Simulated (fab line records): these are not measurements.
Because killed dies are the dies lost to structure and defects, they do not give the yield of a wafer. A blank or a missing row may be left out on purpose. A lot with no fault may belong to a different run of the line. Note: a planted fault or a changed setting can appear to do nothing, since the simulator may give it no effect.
Which tool was responsible? -- flow gf180mcu -- Sampling: 24 lots, 72 wafers, 6 of 602 route steps

WHAT EACH GAUGE READ, for each wafer
GF_V2_THK_MEAS_03. Usual: for V2_CVD_02_THK the level is 849 nm and the standard deviation is 12.
lot,measured,on,V2_CVD_02_THK (nm),flag
L074,day 19 05:50,film metro-04,850 852 856,
L075,day 19 23:01,film metro-01,832 843 855,
L076,day 20 15:23,film metro-04,834 827 844,
L077,day 20 15:59,film metro-03,867 849 857,
L078,day 21 10:38,film metro-03,845 848 847,
L079,day 21 12:35,film metro-01,859 839 872,
L080,day 21 22:12,film metro-04,852 857 858,
L081,day 22 10:54,film metro-04,843 865 854,
L082,day 22 13:13,film metro-01,846 842 862,
L083,day 22 17:14,film metro-03,855 839 866,
L084,day 23 00:40,film metro-03,843 821 849,
L085,day 23 10:41,film metro-04,837 850 864,
L086,day 23 16:59,film metro-03,857 831 842,
L087,day 24 00:09,film metro-03,849 856 859,
L088,day 24 11:32,film metro-04,847 850 855,
L089,day 24 15:33,film metro-04,826 855 827,
L090,day 25 00:40,film metro-04,835 854 859,
L091,day 25 09:24,film metro-01,831 848 845,
L092,day 25 11:20,film metro-03,841 865 866,
L093,day 25 18:23,film metro-04,849 837 856,
L094,day 25 20:59,film metro-04,847 832 854,
L095,day 26 11:27,film metro-03,843 859 867,
L096,day 26 18:09,film metro-04,828 846 842,
L097,day 27 03:59,film metro-01,844 828 857,

GF_V4_RS_MEAS_24: the measuring method here is four-point-probe. Usual: for V4_W_RS the level is 0.329 ohm/sq and the standard deviation is 0.0052.
lot,measured,on,V4_W_RS (ohm/sq),flag
L074,day 24 10:59,film metro-03,0.340 0.331 0.330,
L075,day 25 00:35,film metro-03,0.330 0.333 0.336,
L076,day 25 16:59,film metro-01,0.332 0.331 0.330,
L077,day 25 17:28,film metro-04,0.326 0.324 0.334,
L078,day 26 09:41,film metro-04,0.330 0.333 0.329,
L079,day 26 11:07,film metro-04,0.330 0.332 0.330,
L080,day 26 18:13,film metro-01,0.328 0.324 0.324,
L081,day 27 06:44,film metro-03,0.326 0.329 0.325,
L082,day 27 10:26,film metro-03,0.334 0.334 0.338,
L083,day 27 12:17,film metro-04,0.334 0.330 0.328,
L084,day 27 17:29,film metro-04,0.326 0.324 0.329,
L085,day 28 03:41,film metro-04,0.333 0.334 0.333,
L086,day 28 09:36,film metro-04,0.321 0.321 0.330,
L087,day 28 14:52,film metro-04,0.334 0.337 0.332,
L088,day 29 02:06,film metro-01,0.339 0.333 0.336,
L089,day 29 05:30,film metro-03,0.329 0.333 0.331,
L090,day 29 13:37,film metro-01,0.320 0.321 0.324,
L091,day 29 22:28,film metro-04,0.327 0.327 0.322,
L092,day 29 23:26,film metro-01,0.333 0.331 0.330,
L093,day 30 07:05,film metro-03,0.322 0.323 0.324,
L094,day 30 06:26,film metro-03,0.325 0.323 0.323,
L095,day 30 21:05,film metro-01,0.332 0.332 0.329,
L096,day 31 02:20,film metro-01,0.328 0.330 0.333,
L097,day 31 10:34,film metro-01,0.323 0.318 0.320,

GF_V5_OVL_MEAS_15. Usual: for V5_OVL the level is 1 nm and the standard deviation is 5.4.
lot,measured,on,V5_OVL (nm),flag
L074,day 27 04:10,overlay-01,-1 -5 -1,
L075,day 27 18:17,overlay-02,-6 5 -2,
L076,day 28 07:21,overlay-02,-3 -3 -2,
L077,day 28 09:23,overlay-02,-6 1 -1,
L078,day 29 00:47,overlay-01,4 0 -3,
L079,day 29 02:32,overlay-01,2 0 -1,
L080,day 29 07:56,overlay-01,9 4 11,
L081,day 29 19:53,overlay-02,6 -2 -1,
L082,day 29 23:38,overlay-02,-5 -9 -1,
L083,day 30 00:29,overlay-01,4 4 8,
L084,day 30 05:37,overlay-01,0 2 0,
L085,day 30 14:56,overlay-01,-4 -9 -6,
L086,day 30 21:12,overlay-01,0 2 2,
L087,day 31 02:35,overlay-02,-7 -7 -7,
L088,day 31 12:32,overlay-01,1 -2 3,
L089,day 31 14:35,overlay-01,15 12 11,
L090,day 31 22:32,overlay-01,3 6 10,
L091,day 32 06:35,overlay-01,4 7 -2,
L092,day 32 07:50,overlay-02,0 0 2,
L093,day 32 14:38,overlay-01,-1 -4 -5,
L094,day 32 14:17,overlay-02,-7 -9 -3,
L095,day 33 01:50,overlay-02,2 -1 -1,
L096,day 33 09:01,overlay-02,3 3 3,
L097,day 33 14:14,overlay-01,1 5 1,

WHAT TOOL EACH LOT RAN ON (gives the tool, then ch and the chambers of the sampled wafers, and finally the start)
lot,GF_V3_ETCH_16,GF_M4_SPUTTER_02,GF_V5_CVD_02
L074,"rie diel-03 ch 0,3, day 22 09:31","pvd sputter-03, day 22 11:25","pecvd-04 ch 0,1, day 26 07:22"
L075,"rie diel-04 ch 0,3, day 23 00:19","pvd sputter-03, day 23 01:48","pecvd-02 ch 0,1,2, day 26 21:22"
L076,"rie diel-03 ch 0,1,2, day 23 16:47","pvd sputter-03, day 23 18:22","pecvd-03 ch 0,2, day 27 11:23"
L077,"rie diel-03 ch 0,2,3, day 23 17:26","pvd sputter-01, day 23 18:55","pecvd-02 ch 0,1,2, day 27 13:06"
L078,"rie diel-02 ch 0,1,2, day 24 10:26","pvd sputter-02, day 24 11:55","pecvd-02 ch 0,1,2, day 28 03:59"
L079,"rie diel-02 ch 1,3, day 24 11:50","pvd sputter-01, day 24 13:20","pecvd-02 ch 0,1,2, day 28 05:49"
L080,"rie diel-02 ch 0,1,2, day 24 20:31","pvd sputter-01, day 24 22:00","pecvd-02 ch 0,1, day 28 11:41"
L081,"rie diel-03 ch 1,2, day 25 09:08","pvd sputter-03, day 25 10:44","pecvd-02 ch 0,1, day 29 00:22"
L082,"rie diel-03 ch 1,2, day 25 11:59","pvd sputter-03, day 25 13:35","pecvd-04 ch 0,2, day 29 03:58"
L083,"rie diel-04 ch 0,2,3, day 25 15:10","pvd sputter-01, day 25 16:41","pecvd-02 ch 0,1, day 29 05:21"
L084,"rie diel-04 ch 0,1,2, day 25 21:07","pvd sputter-01, day 25 22:38","pecvd-04 ch 0,1,2, day 29 09:49"
L085,"rie diel-02 ch 0,2,3, day 26 07:16","pvd sputter-03, day 26 08:47","pecvd-04 ch 1,2, day 29 20:37"
L086,"rie diel-04 ch 1,2, day 26 14:05","pvd sputter-01, day 26 15:35","pecvd-02 ch 1,2, day 30 02:10"
L087,"rie diel-04 ch 0,2, day 26 19:59","pvd sputter-03, day 26 21:28","pecvd-02 ch 0,1,2, day 30 07:25"
L088,"rie diel-04 ch 0,3, day 27 06:28","pvd sputter-02, day 27 08:05","pecvd-03 ch 0,1, day 30 18:00"
L089,"rie diel-04 ch 0,2,3, day 27 10:08","pvd sputter-01, day 27 12:10","pecvd-02 ch 0,1,2, day 30 20:37"
L090,"rie diel-02 ch 0,1, day 27 18:28","pvd sputter-01, day 27 20:02","pecvd-03 ch 0,2, day 31 04:52"
L091,"rie diel-03 ch 0,1,3, day 28 02:23","pvd sputter-02, day 28 03:56","pecvd-03 ch 0,1,2, day 31 12:39"
L092,"rie diel-03 ch 2,3, day 28 04:20","pvd sputter-03, day 28 05:49","pecvd-04 ch 1,2, day 31 13:52"
L093,"rie diel-03 ch 2,3, day 28 10:52","pvd sputter-03, day 28 12:35","pecvd-03 ch 0,1, day 31 20:49"
L094,"rie diel-04 ch 1,3, day 28 12:11","pvd sputter-01, day 28 13:42","pecvd-04 ch 0,1,2, day 31 20:29"
L095,"rie diel-03 ch 0,1, day 29 03:32","pvd sputter-03, day 29 05:10","pecvd-03 ch 1,2, day 32 09:38"
L096,"rie diel-02 ch 0,1,3, day 29 08:40","pvd sputter-02, day 29 10:11","pecvd-03 ch 0,1,2, day 32 15:00"
L097,"rie diel-02 ch 1,2,3, day 29 17:20","pvd sputter-01, day 29 18:49","pecvd-04 ch 0,1,2, day 32 22:32"
- GF_V3_ETCH_16: etches BARC in N2/H2.
- GF_M4_SPUTTER_02: material AlCu, target thk 450 nm, time 23.9 s.
- GF_V5_CVD_02: deposits SiO2 from TEOS, target thk 1450 nm, time 163.28 s.

WHAT THE TOOLS THEMSELVES READ (means of the sampled wafers that have a number; where no wafer has one, the mark that the record gives instead)
GF_V3_ETCH_16. Usual: drypump motor current A 5.7 A, standard deviation 0.51; oes product au 0.855 a.u., standard deviation 0.0044; throttle valve pct 13.225 %, standard deviation 0.0089.
lot,tool,drypump motor current A (A),oes product au (a.u.),throttle valve pct (%),flag
L074,rie diel-03,5.5,0.857,13.230,
L075,rie diel-04,6.3,0.852,13.229,
L076,rie diel-03,5.8,0.857,13.225,
L077,rie diel-03,5.9,0.852,13.222,
L078,rie diel-02,5.2,0.856,13.220,
L079,rie diel-02,5.1,0.856,13.228,
L080,rie diel-02,5.2,0.859,13.224,
L081,rie diel-03,5.9,0.854,13.221,
L082,rie diel-03,6.1,0.851,13.226,
L083,rie diel-04,6.0,0.858,13.226,
L084,rie diel-04,5.9,0.852,13.235,
L085,rie diel-02,5.3,0.851,13.227,
L086,rie diel-04,5.7,0.858,13.227,
L087,rie diel-04,5.9,0.854,13.221,
L088,rie diel-04,6.2,0.856,13.227,
L089,rie diel-04,6.1,0.852,13.223,
L090,rie diel-02,4.9,0.856,13.228,
L091,rie diel-03,5.6,0.856,13.228,
L092,rie diel-03,6.1,0.858,13.223,
L093,rie diel-03,6.1,0.860,13.225,
L094,rie diel-04,6.2,0.858,13.230,
L095,rie diel-03,5.4,0.859,13.223,
L096,rie diel-02,5.0,0.860,13.239,
L097,rie diel-02,5.3,0.853,13.233,

GF_M4_SPUTTER_02. Usual: throttle valve pct 30.0 %, standard deviation 1.2.
lot,tool,throttle valve pct (%),flag
L074,pvd sputter-03,31.1,
L075,pvd sputter-03,29.3,
L076,pvd sputter-03,29.6,
L077,pvd sputter-01,29.8,
L078,pvd sputter-02,30.1,
L079,pvd sputter-01,29.2,
L080,pvd sputter-01,29.7,
L081,pvd sputter-03,30.4,
L082,pvd sputter-03,29.4,
L083,pvd sputter-01,28.8,
L084,pvd sputter-01,29.8,
L085,pvd sputter-03,30.8,
L086,pvd sputter-01,29.6,
L087,pvd sputter-03,29.5,
L088,pvd sputter-02,30.9,
L089,pvd sputter-01,29.7,
L090,pvd sputter-01,29.5,
L091,pvd sputter-02,30.4,
L092,pvd sputter-03,30.6,
L093,pvd sputter-03,29.5,
L094,pvd sputter-01,29.8,
L095,pvd sputter-03,29.9,
L096,pvd sputter-02,30.4,
L097,pvd sputter-01,29.7,

GF_V5_CVD_02. Usual: heater power w 687 W, standard deviation 140.
lot,tool,heater power w (W),flag
L074,pecvd-04,634,
L075,pecvd-02,757,
L076,pecvd-03,678,
L077,pecvd-02,731,
L078,pecvd-02,724,
L079,pecvd-02,717,
L080,pecvd-02,728,
L081,pecvd-02,852,
L082,pecvd-04,659,
L083,pecvd-02,726,
L084,pecvd-04,647,
L085,pecvd-04,675,
L086,pecvd-02,823,
L087,pecvd-02,743,
L088,pecvd-03,650,
L089,pecvd-02,785,
L090,pecvd-03,696,
L091,pecvd-03,675,
L092,pecvd-04,695,
L093,pecvd-03,609,
L094,pecvd-04,670,
L095,pecvd-03,589,
L096,pecvd-03,592,
L097,pecvd-04,633,

THE ANSWER, worked out from the rows above alone
Rule: take the mean of a lot's wafers that have a number; if it is more than 3 standard deviations from the usual mean, the lot is off. Also off: a lot with no number at a reading for which 4 or more lots have one. The other lots that the step has rows for count as sound. After the gauges, taken in route order, come the tools' own readings; for these a lot's mean is taken, as printed above. The first step at which some lot is off is used, and at that step the reading that is off furthest; a lot without a number counts as furthest.
Across all readings shown, no lot is off: no conclusion can be drawn from this.

WHAT HAD BEEN PUT IN BY THE SIMULATOR
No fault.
